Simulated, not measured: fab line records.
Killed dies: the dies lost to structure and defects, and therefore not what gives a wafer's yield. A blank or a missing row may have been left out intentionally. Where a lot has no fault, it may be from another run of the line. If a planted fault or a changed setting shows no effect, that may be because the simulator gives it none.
One fault through the eyes of 2 desks -- flow sky130 -- only its own numbers are on each desk; what lay behind them is given at the end

## METROLOGY DESK
What the gauges read, lot by lot, whatever tool the lot ran on: means of the sampled wafers that have a number. The brackets show how far a lot's mean lies from the usual mean; more than 4 standard deviations puts the lot out of limits, marked OUT.
Columns: A = METAL1_ALCU_THK at SKY_METAL1_THK_MEAS_06, usual 254 nm; B = cd nm at SKY_METAL1_CD_MEAS_15, usual 139.5 nm; C = METAL1_OVL at SKY_METAL1_OVL_MEAS_16, usual -1 nm
lot,first seen here,A,B,C
L729,day 32 23:20,253,138.6,-3
L731,day 34 02:55,251,140.1,6
L740,day 36 04:46,254,140.4,2
L743,day 37 19:34,255,139.6,-6
L745,day 37 23:45,257,140.4,7
L748,day 38 17:14,259,138.9,-5
Finding of this desk: none of the 6 lots has anything out of limits.

## TOOL OWNER'S DESK, rie metal-03
The tool's own readings at SKY_METAL1_ETCH_18 (etches BARC in N2/H2, stops on SiO2, time 45.9 s, target depth 60 nm): means of the sampled wafers that have a number, for each lot that ran on this tool. The brackets show how far a lot's mean lies from the usual mean; more than 4 standard deviations puts the lot out of limits, marked OUT.
Columns: A = drypump motor current A at SKY_METAL1_ETCH_18, usual 5.84 A; B = oes product au at SKY_METAL1_ETCH_18, usual 0.855 a.u.; C = rf fwd power W at SKY_METAL1_ETCH_18, usual 495.4 W; D = throttle valve pct at SKY_METAL1_ETCH_18, usual 13.225 %
lot,first seen here,A,B,C,D
L729,day 34 01:47,5.80,0.851,573.6 (+49) OUT,13.232
L731,day 35 05:02,5.96,0.852,574.7 (+50) OUT,13.226
L745,day 39 00:14,5.89,0.858,495.8,13.227
Finding of this desk: L729, L731 out of limits; the first was L729 at day 34 01:47, on rf fwd power W at SKY_METAL1_ETCH_18. L745: within limits.

## PUT TOGETHER
The tool owner's desk could have raised an alarm at day 34 01:47, on L729, L731.
Metrology desk: nothing out of limits seen.
The metrology desk holds a record of L729, L731, inside its limits.
The lots listed all ran SKY_METAL1_ETCH_18 on rie metal-03.

## WHAT HAD BEEN PUT IN BY THE SIMULATOR
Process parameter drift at SKY_METAL1_ETCH_18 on rie metal-03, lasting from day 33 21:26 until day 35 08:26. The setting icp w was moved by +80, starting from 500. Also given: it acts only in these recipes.
Shown lots that were struck: L729, L731.
Time in hours from fault onset to the first out-of-limits reading at each desk: the tool owner's desk, 4.
